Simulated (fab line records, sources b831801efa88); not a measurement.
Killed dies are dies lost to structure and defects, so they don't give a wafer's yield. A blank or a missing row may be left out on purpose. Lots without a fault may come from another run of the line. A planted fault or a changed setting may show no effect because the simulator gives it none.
fab line records | flow sky130
record lots=6 wafers=18 last_day=50
route steps=708 shown VIA3@577
lots that met no fault: from a run of the same line without faults
start_h: hours from the record's first day to the start of the lot's first wafer shown | wait_h: hours since the lot's step before | " the same as in the row above | L1.1+2: a row that stands for several wafers | - no value, or no start given | * or withheld: withheld | < > ~ a bound
route shown NAME@n: a module of which the file shows steps, and the number in the route of the first | usual: mean/standard deviation of fault-free wafers | same: alike in all rows | chamber/n: place in a boat | sites: the reading at each site | _std_site: their standard deviation | _edge_site: outer sites' mean less inner sites' | radius_mm: how far each site lies from the wafer's centre | mask NAME#n: copy n | behind: the tool/chamber that last shaped the wafer | hold: why the lot was held/for how many hours/how that ended | device: the transistor (n, p or np) that didn't switch | end of line: the same wafers' tests at the end of the route | a step without rows: its recipe alone | killed: dies lost to structure and defects at the first sort, not the wafer's yield | map: a wafer's dies, x killed, . not, _ none there
set.NAME: the setting as run; set.NAME@STEP: as run at that earlier step | model.NAME: the simulator's own value behind a step, which no gauge read
lots at some steps of the route; a table a step, a row a wafer
services: from which hour (start_h, from the record's first day; less than 0 if before it) a tool's chamber was out of use, for how many hours, and why
## steps
# step SKY_VIA3_DEHYDRATE_04
# recipe temp_c=200 time_s=60
# step SKY_VIA3_HMDS_05
# recipe prime_time_s=60 prime_temp_c=120
# step SKY_VIA3_COAT_06
# recipe resist=BARC temp_c=withheld time_s=withheld spin_rpm=3000 resist_thk_nm=60
# step SKY_VIA3_COAT_07
# recipe resist=KrF-thick spin_rpm=3000 resist_thk_nm=450
# step SKY_VIA3_SOFTBAKE_08
# recipe temp_c=100 time_s=90 resist=KrF-thick
# step SKY_VIA3_EXPOSE_09
# recipe mask_id=VIM3 na=0.8 source_shape=annular sigma_inner=0.55 sigma_outer=0.85 target_cd_nm=200 dose_mj=38
# step SKY_VIA3_PEB_10
# recipe peb_temp_c=withheld peb_time_s=withheld resist=KrF-thick
# step SKY_VIA3_DEVELOP_11
# recipe develop_time_s=60 resist=KrF-thick dev_temp_c=21
# step SKY_VIA3_CD_MEAS_12
# recipe target_cd_nm=200
# usual cd_nm=199.6/1.5
# columns lot.wafer tool chamber start_h wait_h cd_nm
L348.4 cd_sem-02 - 934.18 - 200.7
L348.5 " - " " 200.4
L348.6 " - " " 200.1
L352.2 cd_sem-02 - 972.00 - 199.9
L352.5 " - " " 199.6
L352.6 " - " " 201.1
L353.2 cd_sem-01 - 980.75 - 200.5
L353.5 " - " " 202.9
L353.6 " - " " 201.9
L354.1 cd_sem-01 - 984.58 - 197.8
L354.2 " - " " 198.6
L354.3 " - " " 198.0
L368.1 cd_sem-02 - 1071.66 - 201.2
L368.3 " - " " 199.1
L368.5 " - " " 200.0
L369.2 cd_sem-02 - 1077.48 - 201.7
L369.4 " - " " 201.8
L369.5 " - " " 201.2
# step SKY_VIA3_OVL_MEAS_13
# usual VIA3_OVL=-1/5
# columns lot.wafer tool chamber start_h wait_h VIA3_OVL[nm]
L348.4 overlay-01 - 934.26 0.1 -2
L348.5 " - " " 3
L348.6 " - " " -7
L352.2 overlay-02 - 972.10 0.1 -1
L352.5 " - " " -3
L352.6 " - " " -1
L353.2 overlay-01 - 980.85 0.1 -5
L353.5 " - " " 4
L353.6 " - " " -2
L354.1 overlay-01 - 984.70 0.1 5
L354.2 " - " " 7
L354.3 " - " " 5
L368.1 overlay-01 - 1071.78 0.1 3
L368.3 " - " " -4
L368.5 " - " " -8
L369.2 overlay-01 - 1077.59 0.1 -10
L369.4 " - " " 4
L369.5 " - " " 2
# step SKY_VIA3_ETCH_14
# recipe chemistry=N2/H2 target=BARC ion_energy_ev=200 source_w=500 bias_w=100 pressure_mtorr=30 n2_flow_sccm=100 h2_flow_sccm=200 stop_on=SiO2 time_s=45.9 target_depth_a=600
# usual drypump_motor_current_A=5.3/0.43 oes_product_au=0.855/0.0047 throttle_valve_pct=13.225/0.01
# columns lot.wafer tool chamber start_h wait_h drypump_motor_current_A oes_product_au rf_hours_counter_h throttle_valve_pct
L348.4 rie_diel-04 2 934.30 0.0 5.0 0.852 - 13.229
L348.5 " 1 " " 5.1 0.851 - 13.216
L348.6 " 0 " " 5.7 0.851 - 13.222
L352.2 rie_diel-02 3 972.13 0.0 5.0 0.861 18 13.238
L352.5 " 3 " " 5.0 0.849 - 13.219
L352.6 " 0 " " 5.5 0.852 - 13.225
L353.2 rie_diel-02 1 980.88 0.0 6.0 0.853 12 13.221
L353.5 " 2 " " 6.4 0.852 - 13.227
L353.6 " 3 " " 5.0 0.852 - 13.218
L354.1 rie_diel-03 2 984.73 0.0 5.0 0.857 4 13.236
L354.2 " 1 " " 4.8 0.857 13 13.229
L354.3 " 3 " " 5.2 0.855 14 13.228
L368.1 rie_diel-02 1 1071.82 0.0 6.0 0.858 15 13.212
L368.3 " 3 " " 5.0 0.856 21 13.231
L368.5 " 2 " " 6.4 0.849 - 13.216
L369.2 rie_diel-03 2 1077.62 0.0 5.0 0.854 7 13.226
L369.4 " 1 " " 4.9 0.850 16 13.204
L369.5 " 3 " " 5.2 0.844 - 13.232
# step SKY_VIA3_ETCH_15
# recipe target=SiO2 chemistry=C4F8/O2/Ar target_depth_nm=507 stop_on=TiN mask_material=KrF-thick source_w=1500 bias_w=1200 pressure_mtorr=40 c4f8_flow_sccm=withheld O2_flow_sccm=6 Ar_flow_sccm=300 time_s=78
# usual oes_product_au=0.945/0.0043
# columns lot.wafer tool chamber start_h wait_h oes_product_au rf_hours_counter_h
L348.4 rie_diel-04 2 934.35 0.0 0.950 -
L348.5 " 1 " " 0.949 -
L348.6 " 0 " " 0.943 -
L352.2 rie_diel-02 3 972.17 0.0 0.952 18
L352.5 " 3 " " 0.947 -
L352.6 " 0 " " 0.950 -
L353.2 rie_diel-02 1 980.92 0.0 0.939 12
L353.5 " 2 " " 0.944 -
L353.6 " 3 " " 0.939 -
L354.1 rie_diel-03 2 984.77 0.0 0.947 4
L354.2 " 1 " " 0.946 13
L354.3 " 3 " " 0.945 14
L368.1 rie_diel-02 1 1071.86 0.0 0.942 15
L368.3 " 3 " " 0.951 21
L368.5 " 2 " " 0.945 -
L369.2 rie_diel-03 2 1077.66 0.0 0.948 7
L369.4 " 1 " " 0.948 16
L369.5 " 3 " " 0.947 -
# step SKY_VIA3_STRIP_16
# recipe chemistry=O2/N2 power_w=1400 pressure_mtorr=1500 platen_temp_c=withheld o2_flow_sccm=3000 n2_flow_sccm=300 overash_fraction=0.5
# usual chamber_pressure_mTorr=1500.1/1.3 drypump_motor_current_A=6.27/0.24 oes_product_au=0.402/0.0047 strip_time_to_endpoint_s=4.132/0.024
# columns lot.wafer tool chamber start_h wait_h chamber_pressure_mTorr drypump_motor_current_A oes_product_au rf_hours_counter_h strip_time_to_endpoint_s model.KrF-thick_of_VIA3_COAT_07.thk_nm
L348.4 plasma_asher-01 0 934.42 0.0 1499.9 6.06 0.403 - 4.119 0
L348.5 " 0 " " 1499.4 6.05 0.407 - 4.118 0
L348.6 " 1 " " 1499.4 6.39 0.409 - 4.116 0
L352.2 plasma_asher-02 0 972.23 0.0 1500.8 6.69 0.393 22 4.103 0
L352.5 " 1 " " 1496.8 6.05 0.396 - 4.123 0
L352.6 " 0 " " 1501.1 6.69 0.405 - 4.137 0
L353.2 plasma_asher-02 1 980.98 0.0 - - - - - 288.6
L353.5 " 0 " " - - - - - 292.7
L353.6 " 1 " " - - - - - 290.8
L354.1 plasma_asher-01 0 984.83 0.0 - - - - - 288.5
L354.2 " 1 " " - - - - - 288.7
L354.3 " 0 " " - - - - - 292.9
L368.1 plasma_asher-02 1 1071.92 0.0 1500.7 6.06 0.400 30 4.113 0
L368.3 " 0 " " 1498.1 6.70 0.408 - 4.169 0
L368.5 " 1 " " 1499.8 6.06 0.401 - 4.180 0
L369.2 plasma_asher-03 0 1077.72 0.0 1500.2 6.19 0.402 1 4.097 0
L369.4 " 0 " " 1498.5 6.16 0.403 - 4.115 0
L369.5 " 1 " " 1498.6 6.26 0.408 - 4.175 0
# step SKY_VIA3_STRIP_17
# recipe chemistry=post_etch_residue_remover time_s=1200 temp_c=72.5
## services
# columns tool chamber start_h hours kind
rie_diel-04 3 923.36 - clean
rie_diel-04 3 923.36 16.2 scheduled_down
rie_diel-04 3 923.36 16.2 vent_cycle
rie_diel-03 - 930.14 4.3 pm
rie_diel-02 0 934.70 - clean
rie_diel-02 0 934.70 15.1 scheduled_down
rie_diel-02 0 934.70 15.1 vent_cycle
rie_diel-03 - 952.74 0.3 repair
rie_diel-04 3 953.13 6.2 repair
rie_diel-03 0 969.86 - clean
rie_diel-03 0 969.86 28.2 scheduled_down
rie_diel-03 0 969.86 28.2 vent_cycle
plasma_asher-03 - 971.90 2.5 repair
rie_diel-03 - 986.72 0.6 repair
plasma_asher-02 - 993.85 2.8 pm
rie_diel-03 1 997.82 6.3 repair
rie_diel-02 2 1010.15 5.5 repair
rie_diel-03 3 1020.80 8.9 repair
plasma_asher-01 - 1041.62 0.9 repair
rie_diel-02 3 1047.09 5.5 repair
plasma_asher-02 - 1051.52 14.6 pm
rie_diel-04 3 1052.15 9.6 repair
plasma_asher-03 - 1055.26 9.0 pm
rie_diel-04 0 1055.44 20.7 repair
## key
first_sign step=SKY_VIA3_STRIP_16 reading=tool_record direction=missing
effect none on later readings
model_effect step=SKY_VIA3_STRIP_16 value=KrF-thick_of_VIA3_COAT_07.thk_nm without=0 struck=290.4
met_at SKY_VIA3_STRIP_16
struck_wafers L353.2,L353.5,L353.6,L354.1,L354.2,L354.3
later_rows_left_out L353.2,L353.5,L353.6,L354.1,L354.2,L354.3
sort_left_out L353.2,L353.5,L353.6,L354.1,L354.2,L354.3
onset_between 972.23 980.98
fault kind=skipped_step_whole tool=plasma_asher-01,plasma_asher-02 chamber=- onset_h=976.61 steps=SKY_VIA3_STRIP_16 scope=struck_lots_only
# sort_left_out: the simulated sort isn't trusted on such a fault, so these wafers' sort isn't shown, and their yield isn't known
# later_rows_left_out: the simulator's readings of these wafers behind a module that went badly wrong aren't trusted and aren't shown, but for the sort
